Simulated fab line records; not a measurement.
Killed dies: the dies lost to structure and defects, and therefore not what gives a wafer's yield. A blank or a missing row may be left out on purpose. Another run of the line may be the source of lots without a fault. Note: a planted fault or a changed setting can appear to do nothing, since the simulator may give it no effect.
Which tool did it? | flow sky130 | 42 wafers from 14 lots sampled at 3 of the route's 708 steps

## WHAT THE GAUGES READ, wafer by wafer
SKY_CAPM_THK_MEAS_04: measures by xrf.
lot  | measured     | on           | CAPM_TIN_THK (nm)
L320 | day 36 11:31 | filmMetro-02 | 199.3 201.2 199.7
L321 | day 36 19:44 | filmMetro-01 | 198.2 200.5 199.0
L322 | day 36 20:04 | filmMetro-04 | 203.6 202.9 203.1
L323 | day 37 05:13 | filmMetro-04 | 202.2 201.8 202.5
L332 | day 40 02:53 | filmMetro-02 | 204.0 203.8 204.7
L334 | day 40 15:58 | filmMetro-01 | 202.0 203.5 199.9
L335 | day 41 01:11 | filmMetro-01 | 200.8 199.8 199.6
L336 | day 41 11:27 | filmMetro-04 | 195.3 197.3 193.8
L337 | day 41 12:55 | filmMetro-04 | 199.2 199.9 199.4
L338 | day 41 20:28 | filmMetro-04 | 199.9 197.9 196.7
L339 | day 42 09:01 | filmMetro-04 | 200.1 200.0 201.1
L340 | day 42 10:12 | filmMetro-01 | 204.7 203.4 204.1
L341 | day 42 22:55 | filmMetro-01 | 202.5 202.2 202.9
L342 | day 43 02:31 | filmMetro-02 | 199.9 199.7 200.3

## EACH LOT AND THE TOOL THAT RAN IT (in order: tool; ch and the chambers of the sampled wafers; start)
lot  | SKY_SONOS_ONO_CVD_02        | SKY_CAPM_SPUTTER_02
L320 | lpcvd-02 ch 1, day 11 15:43 | pvdSputter-01, day 36 11:16
L321 | lpcvd-02 ch 0, day 11 20:29 | pvdSputter-03, day 36 19:30
L322 | lpcvd-02 ch 0, day 12 01:30 | pvdSputter-01, day 36 19:50
L323 | lpcvd-02 ch 0, day 12 07:47 | pvdSputter-01, day 37 04:59
L332 | lpcvd-02 ch 0, day 15 10:30 | pvdSputter-03, day 40 02:39
L334 | lpcvd-02 ch 0, day 16 02:14 | pvdSputter-01, day 40 15:43
L335 | lpcvd-02 ch 0, day 16 13:29 | pvdSputter-02, day 41 00:58
L336 | lpcvd-02 ch 0, day 17 00:08 | pvdSputter-02, day 41 11:13
L337 | lpcvd-02 ch 0, day 17 05:33 | pvdSputter-03, day 41 12:41
L338 | lpcvd-02 ch 0, day 17 12:43 | pvdSputter-03, day 41 20:14
L339 | lpcvd-02 ch 1, day 18 02:56 | pvdSputter-03, day 42 08:47
L340 | lpcvd-02 ch 1, day 18 07:11 | pvdSputter-03, day 42 09:58
L341 | lpcvd-02 ch 1, day 18 14:49 | pvdSputter-03, day 42 22:40
L342 | lpcvd-02 ch 1, day 19 01:36 | pvdSputter-02, day 43 02:17
- SKY_SONOS_ONO_CVD_02: deposits Si3N4 from DCS/NH3, target thk 10.5 nm, time 180 s.
- SKY_CAPM_SPUTTER_02: material TiN, target thk 200 nm, time 166.7 s.

## WHAT THE TOOLS THEMSELVES READ (means of the sampled wafers that have a number; where no wafer has one, the mark that the record gives instead)
SKY_CAPM_SPUTTER_02.
lot  | tool          | throttleValvePct (%)
L320 | pvdSputter-01 | 29.4
L321 | pvdSputter-03 | 29.9
L322 | pvdSputter-01 | 28.4
L323 | pvdSputter-01 | 30.4
L332 | pvdSputter-03 | 30.4
L334 | pvdSputter-01 | 29.5
L335 | pvdSputter-02 | 30.3
L336 | pvdSputter-02 | 30.4
L337 | pvdSputter-03 | 31.2
L338 | pvdSputter-03 | 30.1
L339 | pvdSputter-03 | 30.4
L340 | pvdSputter-03 | 30.7
L341 | pvdSputter-03 | 30.1
L342 | pvdSputter-02 | 29.9

## THE ANSWER, worked out from the rows above alone
Rule: what is usual is taken from the lots themselves. Put in order of their means at a reading, lots are off if they are a third of the lots or fewer, leave a main group of 4 or more, and stand apart from it by a gap of 3 or more times the standard deviation of the main group's means; of several such gaps the widest counts. Not used: any main group whose means are identical at the precision the tables above print for the reading. Also off: a lot with no number at a reading for which 4 or more lots have one. The other lots that the step has rows for count as sound. After the gauges, taken in route order, come the tools' own readings; for these a lot's mean is taken, as printed above. The first step at which some lot is off is used, and at that step the reading that is off furthest; a lot without a number counts as furthest.
None of the lots is off at any reading shown; this tells nothing.

## WHAT THE SIMULATOR PUT IN
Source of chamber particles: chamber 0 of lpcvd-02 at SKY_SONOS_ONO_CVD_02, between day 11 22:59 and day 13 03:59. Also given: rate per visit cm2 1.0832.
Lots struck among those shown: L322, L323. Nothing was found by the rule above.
